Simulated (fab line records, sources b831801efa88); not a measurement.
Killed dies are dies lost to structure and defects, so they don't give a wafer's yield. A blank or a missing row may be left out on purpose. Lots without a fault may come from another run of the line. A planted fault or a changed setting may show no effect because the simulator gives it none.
Which tool did it? | flow sky130 | 15 lots, 45 wafers sampled, at 4 steps of a route of 708

WHAT THE GAUGES READ, wafer by wafer
The record holds no reading of a measuring or inspecting step that can be judged against a usual standard deviation.

WHICH TOOL RAN EACH LOT (tool, then ch and the chambers of the sampled wafers, then the start)
lot  | SKY_METAL1_SPUTTER_04        | SKY_VIA1_CMP_02               | SKY_VIA1_PEB_10                   | SKY_VIA1_ETCH_14
L569 | pvd_sputter-01, day 31 18:19 | cmp-02 ch 0,1,3, day 32 22:31 | litho_track-04 ch 0, day 34 01:00 | rie_diel-02 ch 0,2,3, day 34 01:43
L571 | pvd_sputter-04, day 32 16:31 | cmp-01 ch 1,2, day 33 20:12   | litho_track-03 ch 0, day 34 23:00 | rie_diel-02 ch 0,1,2, day 34 23:56
L574 | pvd_sputter-01, day 33 09:35 | cmp-02 ch 0,1, day 34 13:49   | litho_track-03 ch 0, day 35 16:00 | rie_diel-02 ch 0,1,2, day 35 17:11
L573 | pvd_sputter-02, day 33 13:05 | cmp-02 ch 0,1,3, day 34 17:46 | litho_track-02 ch 0, day 35 21:00 | rie_diel-04 ch 0,2,3, day 35 21:34
L576 | pvd_sputter-01, day 34 10:27 | cmp-01 ch 0,2,3, day 35 14:32 | litho_track-03 ch 0, day 36 15:00 | rie_diel-04 ch 1,2,3, day 36 16:26
L583 | pvd_sputter-01, day 37 06:19 | cmp-01 ch 1,3, day 38 09:37   | litho_track-03 ch 0, day 39 10:00 | rie_diel-02 ch 0,1, day 39 11:11
L579 | pvd_sputter-04, day 37 07:40 | cmp-01 ch 1,2,3, day 38 11:23 | litho_track-03, day 39 13:00      | rie_diel-02 ch 0,3, day 39 13:44
L580 | pvd_sputter-04, day 37 12:43 | cmp-01 ch 1,2,3, day 38 16:10 | litho_track-03, day 39 18:00      | rie_diel-04 ch 0,1,2, day 39 18:32
L581 | pvd_sputter-02, day 37 13:41 | cmp-01 ch 0,1,2, day 38 17:17 | litho_track-03, day 39 18:00      | rie_diel-02 ch 1,2,3, day 39 18:53
L585 | pvd_sputter-04, day 37 23:46 | cmp-01 ch 1,2,3, day 39 03:19 | litho_track-02 ch 0, day 40 03:00 | rie_diel-04 ch 0,1,3, day 40 04:22
L586 | pvd_sputter-01, day 38 01:16 | cmp-02 ch 0,1,3, day 39 04:38 | litho_track-04 ch 0, day 40 05:00 | rie_diel-04 ch 1,2,3, day 40 06:00
L587 | pvd_sputter-02, day 38 06:45 | cmp-02 ch 1,2,3, day 39 09:50 | litho_track-03 ch 0, day 40 10:00 | rie_diel-04 ch 0,2,3, day 40 10:53
L588 | pvd_sputter-04, day 38 08:33 | cmp-01 ch 1,2,3, day 39 12:01 | litho_track-03 ch 0, day 40 11:00 | rie_diel-03 ch 0,1,2, day 40 12:02
L589 | pvd_sputter-04, day 38 18:51 | cmp-02 ch 1,2, day 39 21:43   | litho_track-02 ch 0, day 40 22:00 | rie_diel-04 ch 0,1, day 40 22:37
L590 | pvd_sputter-01, day 39 00:21 | cmp-01 ch 0,1,3, day 40 02:41 | litho_track-04 ch 0, day 41 02:00 | rie_diel-03 ch 1,2,3, day 41 02:51
- SKY_METAL1_SPUTTER_04: material TiN, target thk 70 nm, time 58.3 s.
- SKY_VIA1_CMP_02: polishes SiO2.
- SKY_VIA1_PEB_10
- SKY_VIA1_ETCH_14: etches BARC in N2/H2, stops on SiO2, time 45.9 s, target depth 60 nm.

WHAT THE TOOLS THEMSELVES READ (means of the sampled wafers that have a number; where no wafer has one, the mark that the record gives instead)
SKY_METAL1_SPUTTER_04. Usual: throttle_valve_pct 29.5 %, standard deviation 1.1.
lot  | tool           | throttle_valve_pct (%) | flag
L569 | pvd_sputter-01 | 29.1                   |
L571 | pvd_sputter-04 | 30.4                   |
L574 | pvd_sputter-01 | 28.4                   |
L573 | pvd_sputter-02 | 29.7                   |
L576 | pvd_sputter-01 | 28.4                   |
L583 | pvd_sputter-01 | 29.1                   |
L579 | pvd_sputter-04 | 30.0                   |
L580 | pvd_sputter-04 | 29.9                   |
L581 | pvd_sputter-02 | 30.8                   |
L585 | pvd_sputter-04 | 29.5                   |
L586 | pvd_sputter-01 | 29.5                   |
L587 | pvd_sputter-02 | 30.0                   |
L588 | pvd_sputter-04 | 29.4                   |
L589 | pvd_sputter-04 | 29.7                   |
L590 | pvd_sputter-01 | 28.6                   |

SKY_VIA1_CMP_02. Usual: motor_current_A 12.9 A, standard deviation 1.1; slurry_flow_ml_min 150.0, standard deviation 0.46.
lot  | tool   | motor_current_A (A) | slurry_flow_ml_min | flag
L569 | cmp-02 | 12.9                | 149.7              |
L571 | cmp-01 | 13.3                | 150.1              |
L574 | cmp-02 | 13.9                | 150.1              |
L573 | cmp-02 | 12.6                | 150.5              |
L576 | cmp-01 | 13.1                | 150.0              |
L583 | cmp-01 | 12.4                | 149.3              |
L579 | cmp-01 | 12.9                | 150.4              |
L580 | cmp-01 | 13.0                | 150.0              |
L581 | cmp-01 | 13.3                | 150.1              |
L585 | cmp-01 | 13.1                | 150.4              |
L586 | cmp-02 | 12.9                | 150.5              |
L587 | cmp-02 | 11.9                | 150.2              |
L588 | cmp-01 | 12.9                | 150.0              |
L589 | cmp-02 | 11.7                | 150.0              |
L590 | cmp-01 | 13.0                | 149.9              |

SKY_VIA1_PEB_10. Usual: exhaust_pa 45.1 Pa, standard deviation 0.88.
lot  | tool           | exhaust_pa (Pa) | flag
L569 | litho_track-04 | 44.6            |
L571 | litho_track-03 | 44.2            |
L574 | litho_track-03 | 45.8            |
L573 | litho_track-02 | 46.0            |
L576 | litho_track-03 | 45.3            |
L583 | litho_track-03 | 45.7            |
L579 | litho_track-03 | -               | OFF
L580 | litho_track-03 | -               | OFF
L581 | litho_track-03 | -               | OFF
L585 | litho_track-02 | 45.2            |
L586 | litho_track-04 | 45.1            |
L587 | litho_track-03 | 44.5            |
L588 | litho_track-03 | 47.3            |
L589 | litho_track-02 | 44.2            |
L590 | litho_track-04 | 44.9            |

SKY_VIA1_ETCH_14. Usual: drypump_motor_current_A 5.5 A, standard deviation 0.55; oes_product_au 0.854 a.u., standard deviation 0.0042; throttle_valve_pct 13.225 %, standard deviation 0.0095.
lot  | tool        | drypump_motor_current_A (A) | oes_product_au (a.u.) | throttle_valve_pct (%) | flag
L569 | rie_diel-02 | 5.5                         | 0.858                 | 13.226                 |
L571 | rie_diel-02 | 5.6                         | 0.855                 | 13.215                 |
L574 | rie_diel-02 | 5.6                         | 0.856                 | 13.224                 |
L573 | rie_diel-04 | 5.5                         | 0.854                 | 13.224                 |
L576 | rie_diel-04 | 5.4                         | 0.852                 | 13.232                 |
L583 | rie_diel-02 | 5.9                         | 0.854                 | 13.222                 |
L579 | rie_diel-02 | 5.2                         | 0.853                 | 13.222                 |
L580 | rie_diel-04 | 5.7                         | 0.853                 | 13.221                 |
L581 | rie_diel-02 | 6.1                         | 0.852                 | 13.229                 |
L585 | rie_diel-04 | 5.5                         | 0.855                 | 13.225                 |
L586 | rie_diel-04 | 5.4                         | 0.852                 | 13.224                 |
L587 | rie_diel-04 | 5.5                         | 0.855                 | 13.222                 |
L588 | rie_diel-03 | 5.3                         | 0.856                 | 13.221                 |
L589 | rie_diel-04 | 5.7                         | 0.855                 | 13.225                 |
L590 | rie_diel-03 | 5.0                         | 0.857                 | 13.229                 |

THE ANSWER, worked out from the rows above alone
Rule: a lot is off if the mean of its wafers that have a number lies more than 3 standard deviations from the usual mean. A lot without any number at a reading at which 4 lots or more have one is off too. The other lots that the step has rows for count as sound. The gauges are gone through in route order, then the tools' own readings, and for those a lot's mean is taken as printed above. The first step at which some lot is off is used, and at that step the reading that is off furthest; a lot without a number counts as furthest.
Off: L579, L580, L581, at SKY_VIA1_PEB_10 (exhaust_pa). Without a number there: L579, L580, L581.
A tool fits if, at that step or a process step before it, it ran every lot that is off, and no sound lot after the first of them. None of those tried fits.

WHAT THE SIMULATOR HAD PUT IN
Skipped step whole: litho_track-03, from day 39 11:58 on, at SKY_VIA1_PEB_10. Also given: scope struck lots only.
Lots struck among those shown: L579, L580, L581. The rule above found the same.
